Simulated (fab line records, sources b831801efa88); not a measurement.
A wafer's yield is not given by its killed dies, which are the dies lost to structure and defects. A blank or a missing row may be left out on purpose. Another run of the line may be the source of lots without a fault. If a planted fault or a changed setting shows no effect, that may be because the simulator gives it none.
Check of tool commonality + flow sky130 + 36 wafers sampled across 12 lots

WHAT PROMPTED THE OPENING
2 of 12 lots carry a flag on the reading LDD_HVN_TW at SKY_LDD_HVN_TW_MEAS_10. No-fault wafers: 1439, standard deviation 13.
Rule: a lot is flagged when every wafer of it that has a number lies more than 4 standard deviations from that mean, or none has a number. All remaining lots are regarded as sound.

| lot  | measured     | on            | LDD_HVN_TW, wafer by wafer | flag    |
|------|--------------|---------------|----------------------------|---------|
| L811 | day 20 16:47 | film metro-04 | 1434 1433 1436             |         |
| L813 | day 21 12:42 | film metro-01 | 1449 1448 1453             |         |
| L814 | day 21 20:06 | film metro-01 | 1461 1447 1454             |         |
| L815 | day 22 07:03 | film metro-03 | 1421 1430 1424             |         |
| L816 | day 22 21:01 | film metro-04 | 1427 1439 1435             |         |
| L817 | day 23 03:07 | film metro-04 | 1446 1442 1433             |         |
| L820 | day 24 05:53 | film metro-03 | 1422 1423 1428             |         |
| L821 | day 24 14:17 | film metro-04 | 1432 1438 1438             |         |
| L822 | day 24 16:25 | film metro-04 | 1447 1446 1435             |         |
| L823 | day 25 06:08 | film metro-04 | 1435 1436 1428             |         |
| L829 | day 27 02:53 | film metro-03 | 1555 1558 1555             | FLAGGED |
| L831 | day 27 23:42 | film metro-04 | 1580 1579 1574             | FLAGGED |
On average the flagged lots' numbers are 1567, which is +128 against the usual, or +10 standard deviations.

LOT BY LOT: THE TOOL USED
The record holds 2 process steps before the reading, out of a route of 708 steps. Cell contents, in order: the tool; ch with the chambers the sampled wafers went through; the start.
| lot  | flag    | SKY_SONOS_ONO_ETCH_15              | SKY_LDD_HVN_IMPLANT_08          |
|------|---------|------------------------------------|---------------------------------|
| L811 |         | rie diel-02 ch 0,3, day 13 02:38   | implanter-04 ch 0, day 20 16:33 |
| L813 |         | rie diel-03 ch 0,1, day 13 15:06   | implanter-02 ch 0, day 21 12:29 |
| L814 |         | rie diel-03 ch 0,1, day 13 21:23   | implanter-01 ch 0, day 21 19:53 |
| L815 |         | rie diel-01 ch 0,1, day 14 10:20   | implanter-02 ch 0, day 22 06:48 |
| L816 |         | rie diel-03 ch 1,2, day 14 23:24   | implanter-04 ch 0, day 22 20:46 |
| L817 |         | rie diel-03 ch 0,1,3, day 15 07:22 | implanter-01 ch 0, day 23 02:52 |
| L820 |         | rie diel-02 ch 1,2,3, day 16 02:41 | implanter-01 ch 0, day 24 05:38 |
| L821 |         | rie diel-01 ch 1,2,3, day 16 10:17 | implanter-02 ch 0, day 24 14:02 |
| L822 |         | rie diel-03 ch 0,1,2, day 16 16:53 | implanter-02 ch 0, day 24 16:12 |
| L823 |         | rie diel-03 ch 0,1,3, day 17 03:56 | implanter-04 ch 0, day 25 05:54 |
| L829 | FLAGGED | rie diel-01 ch 0,1,2, day 19 02:11 | implanter-02 ch 0, day 27 02:38 |
| L831 | FLAGGED | rie diel-03 ch 0,2,3, day 19 22:39 | implanter-02 ch 0, day 27 23:27 |
What these steps do:
- SKY_SONOS_ONO_ETCH_15: etches the open film in CHF3/O2, target depth 19.52 nm, time 7.8 s.
- SKY_LDD_HVN_IMPLANT_08
- SKY_LDD_HVN_TW_MEAS_10

FLAGGED OVER TOTAL, TOOL BY TOOL (the gauges that took the reading come last)
| step                   | tool          | lots run | flagged | share of the flagged lots | sound lots run after its first flagged lot |
|------------------------|---------------|----------|---------|---------------------------|--------------------------------------------|
| SKY_SONOS_ONO_ETCH_15  | rie diel-01   | 3        | 1       | some                      | 0                                          |
| SKY_SONOS_ONO_ETCH_15  | rie diel-02   | 2        | 0       | none                      | -                                          |
| SKY_SONOS_ONO_ETCH_15  | rie diel-03   | 7        | 1       | some                      | 0                                          |
| SKY_LDD_HVN_IMPLANT_08 | implanter-01  | 3        | 0       | none                      | -                                          |
| SKY_LDD_HVN_IMPLANT_08 | implanter-02  | 6        | 2       | all                       | 0                                          |
| SKY_LDD_HVN_IMPLANT_08 | implanter-04  | 3        | 0       | none                      | -                                          |
| SKY_LDD_HVN_TW_MEAS_10 | film metro-01 | 2        | 0       | none                      | -                                          |
| SKY_LDD_HVN_TW_MEAS_10 | film metro-03 | 3        | 1       | some                      | 0                                          |
| SKY_LDD_HVN_TW_MEAS_10 | film metro-04 | 7        | 1       | some                      | 0                                          |

WHAT IS ALLOWED BY THE TABLE
All flagged lots share 1 row of the table, namely implanter-02 at SKY_LDD_HVN_IMPLANT_08.
- implanter-02 at SKY_LDD_HVN_IMPLANT_08: 2 of its 6 lots flagged. It ran its last sound lot, L822, at day 24 16:12 and its first flagged lot, L829, at day 27 02:38: a fault with its onset between the two fits. Its own readings lie more than 4 standard deviations out on every wafer of the flagged lots: beam energy keV.
Just one tool remains: implanter-02 at SKY_LDD_HVN_IMPLANT_08.

WHAT WAS PUT IN BY THE SIMULATOR
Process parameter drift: implanter-02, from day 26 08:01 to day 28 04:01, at SKY_LDD_HVN_IMPLANT_08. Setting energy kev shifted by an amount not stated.
Lots struck among those shown: L829, L831. This agrees with what the rule above found.
